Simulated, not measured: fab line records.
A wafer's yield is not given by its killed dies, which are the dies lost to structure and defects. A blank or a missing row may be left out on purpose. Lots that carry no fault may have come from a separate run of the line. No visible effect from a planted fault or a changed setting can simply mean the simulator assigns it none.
The same fault as seen by 2 desks / flow gf180mcu / only its own numbers are on each desk; what lay behind them is given at the end

AT THE METROLOGY DESK
Means of the sampled wafers that have a number, per lot and without regard to the tool the lot ran on: this is what the gauges read. Marked OUT: a lot whose mean sits more than 4 standard deviations from the usual mean, which makes it out of limits; the brackets give that distance.
Columns: A = V4_BOW at GF_V4_BOW_MEAS_05, usual 135 um; B = cd_nm at GF_V4_CD_MEAS_14, usual 259.5 nm; C = TOP_METAL_OVL at GF_TOP_METAL_OVL_MEAS_15, usual -0.3 nm
lot=L551; first seen here=day 23 07:26; A=146; B=258.4; C=1.0
lot=L552; first seen here=day 23 11:51; A=140; B=259.8; C=-0.2
lot=L553; first seen here=day 24 03:46; A=138; B=259.4; C=-0.7
lot=L557; first seen here=day 25 15:46; A=135; B=257.6; C=-0.8
lot=L564; first seen here=day 28 08:17; A=138; B=259.6; C=-0.3
lot=L566; first seen here=day 28 14:38; A=132; B=258.7; C=-2.0
lot=L567; first seen here=day 28 18:14; A=124; B=260.0; C=-3.3
lot=L568; first seen here=day 28 22:25; A=131; B=261.8; C=0.5
lot=L569; first seen here=day 29 07:57; A=125; B=258.3; C=1.9
lot=L570; first seen here=day 29 12:59; A=136; B=259.4; C=-2.0
lot=L571; first seen here=day 29 20:14; A=138; B=259.8; C=-1.4
lot=L573; first seen here=day 30 10:38; A=134; B=262.3; C=1.1
lot=L574; first seen here=day 30 15:10; A=140; B=261.7; C=1.3
This desk's finding: nothing out of limits on any of the 13 lots.

AT THE TOOL OWNER'S DESK: litho_track-02
The tool's own readings at GF_V2_COAT_09 (resist thk 1000 nm): means of the sampled wafers that have a number, for each lot that ran on this tool. Marked OUT: a lot whose mean sits more than 4 standard deviations from the usual mean, which makes it out of limits; the brackets give that distance.
Columns: A = chill_plate_temp_C at GF_V2_COAT_09, usual 22.98 C
lot=L551; first seen here=day 19 13:00; A=23.01
lot=L552; first seen here=day 19 19:00; A=22.86
lot=L553; first seen here=day 20 12:00; A=22.91
lot=L564; first seen here=day 25 02:00; A=22.94
This desk's finding: nothing out of limits on any of the 4 lots.

TAKEN TOGETHER
Nothing out of limits was seen by the metrology desk.
The desk of the tool owner found nothing out of limits.

WHAT THE SIMULATOR HAD PUT IN
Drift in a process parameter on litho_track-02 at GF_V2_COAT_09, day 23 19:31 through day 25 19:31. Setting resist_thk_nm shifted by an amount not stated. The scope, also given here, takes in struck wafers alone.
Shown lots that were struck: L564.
